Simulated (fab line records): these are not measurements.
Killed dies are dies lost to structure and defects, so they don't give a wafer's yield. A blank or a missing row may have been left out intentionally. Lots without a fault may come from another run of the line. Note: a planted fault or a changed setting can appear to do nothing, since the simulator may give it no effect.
Which tool is to blame?    flow gf180mcu    15 lots, 45 wafers sampled, at 4 steps of a route of 602

## WHAT THE GAUGES SHOWED, per wafer
GF_NWELL_TW_MEAS_11.
lot   measured     on            NWELL_TW
L478  day 3 08:20  filmMetro-03  1587 1589 1586
L479  day 3 12:57  filmMetro-02  1572 1571 1568
L480  day 3 23:19  filmMetro-02  1573 1566 1567
L482  day 4 07:17  filmMetro-01  1577 1580 1581
L484  day 4 19:11  filmMetro-02  1552 1561 1563
L485  day 5 02:59  filmMetro-03  1584 1586 1582
L486  day 5 03:22  filmMetro-02  1566 1564 1560
L487  day 5 08:10  filmMetro-03  1586 1590 1583
L488  day 5 19:02  filmMetro-02  1572 1566 1565
L489  day 5 19:59  filmMetro-02  1562 1551 1558
L490  day 6 01:02  filmMetro-03  1572 1567 1571
L493  day 6 18:26  filmMetro-03  1571 1564 1572
L496  day 7 08:26  filmMetro-02  1572 1573 1567
L500  day 8 10:26  filmMetro-01  1596 1585 1585
L501  day 8 14:20  filmMetro-02  1561 1565 1576

GF_HV_LDD_OVL_MEAS_20.
lot   measured      on          HV_LDD_01_OVL (nm)
L478  day 10 17:49  overlay-01  0.8 1.3 0.6
L479  day 10 23:26  overlay-02  -0.8 -0.6 -0.1
L480  day 11 15:14  overlay-01  1.5 -0.1 0.5
L482  day 12 01:28  overlay-02  3.3 1.5 1.3
L484  day 12 19:40  overlay-02  -3.1 -0.3 -3.0
L485  day 13 07:46  overlay-02  -0.6 -3.0 -2.6
L486  day 13 06:38  overlay-01  -0.2 -0.3 0.9
L487  day 13 10:50  overlay-02  -0.6 -1.4 0.9
L488  day 15 08:17  overlay-02  -0.2 -0.3 0.5
L489  day 14 05:19  overlay-01  1.3 1.0 1.5
L490  day 14 15:07  overlay-02  -1.9 -2.1 -1.4
L493  day 16 20:01  overlay-01  -1.7 -0.4 -1.6
L496  day 17 13:31  overlay-02  -0.8 1.1 1.1
L500  day 17 18:28  overlay-01  -0.5 0.9 -1.3
L501  day 17 21:07  overlay-01  -0.1 -2.6 -1.6

GF_NSD_TW_MEAS_12.
lot   measured      on            NSD_TW
L478  day 13 05:52  filmMetro-04  4251 4265 4274
L479  day 13 13:13  filmMetro-04  4291 4272 4300
L480  day 14 06:10  filmMetro-04  4226 4259 4219
L482  day 14 18:24  filmMetro-03  4255 4264 4281
L484  day 15 13:14  filmMetro-02  4222 4231 4234
L485  day 16 03:32  filmMetro-02  4211 4232 4231
L486  day 16 03:16  filmMetro-04  4215 4257 4233
L487  day 16 06:23  filmMetro-03  4250 4247 4251
L488  day 18 05:06  filmMetro-03  4236 4227 4220
L489  day 17 03:09  filmMetro-04  4215 4230 4214
L490  day 17 14:17  filmMetro-03  4264 4276 4249
L493  day 19 20:40  filmMetro-04  4267 4224 4244
L496  day 20 14:12  filmMetro-02  4273 4257 4262
L500  day 20 23:38  filmMetro-02  4283 4253 4303
L501  day 21 02:11  filmMetro-04  4241 4238 4251

## TOOL THAT RAN EACH LOT (tool first, then ch and the chambers of the sampled wafers, then the start)
lot   GF_DUAL_GATE_OXIDATION_15
L478  furnace-01 ch 0, day 8 08:55
L479  furnace-02 ch 0, day 8 14:46
L480  furnace-02 ch 0, day 9 03:58
L482  furnace-02 ch 0, day 9 13:40
L484  furnace-02 ch 0, day 10 03:19
L485  furnace-02 ch 0, day 10 16:34
L486  furnace-01 ch 0, day 10 16:19
L487  furnace-01 ch 0, day 10 20:27
L488  furnace-01 ch 0, day 12 16:07
L489  furnace-02 ch 0, day 11 14:01
L490  furnace-02 ch 0, day 11 21:31
L493  furnace-02 ch 0, day 14 00:50
L496  furnace-02 ch 0, day 14 16:49
L500  furnace-01 ch 0, day 14 19:31
L501  furnace-01 ch 0, day 14 22:55
- GF_DUAL_GATE_OXIDATION_15: stabilise 600 s, purge 300 s, target thk 7.098 nm.

## WHAT THE TOOLS THEMSELVES READ (means of the sampled wafers that have a number; where no wafer has one, the mark that the record gives instead)
GF_DUAL_GATE_OXIDATION_15.
lot   tool        oxTempC (C)
L478  furnace-01  849.9
L479  furnace-02  849.7
L480  furnace-02  849.9
L482  furnace-02  850.3
L484  furnace-02  849.6
L485  furnace-02  850.2
L486  furnace-01  850.1
L487  furnace-01  849.9
L488  furnace-01  850.1
L489  furnace-02  849.8
L490  furnace-02  850.0
L493  furnace-02  849.9
L496  furnace-02  850.3
L500  furnace-01  850.2
L501  furnace-01  850.2

## THE ANSWER, worked out from the rows above alone
Rule: usual is defined by the lots themselves. The widest of any qualifying gaps counts: lots, ordered by their means at a reading, are off when they make up no more than a third of the lots, leave a main group of 4 or more, and stand apart from it by 3 or more times the standard deviation of that group's means. If all means in a main group match to the digits the tables above print for the reading, that group is not used. Also off: a lot with no number at a reading for which 4 or more lots have one. Where the step has rows for the other lots, those lots are counted as sound. After the gauges, taken in route order, come the tools' own readings; for these a lot's mean is taken, as printed above. The first step at which some lot is off is used, and at that step the reading that is off furthest; a lot without a number counts as furthest.
No lot is off at any reading shown: from this, nothing can be told.

## WHAT WAS PUT IN BY THE SIMULATOR
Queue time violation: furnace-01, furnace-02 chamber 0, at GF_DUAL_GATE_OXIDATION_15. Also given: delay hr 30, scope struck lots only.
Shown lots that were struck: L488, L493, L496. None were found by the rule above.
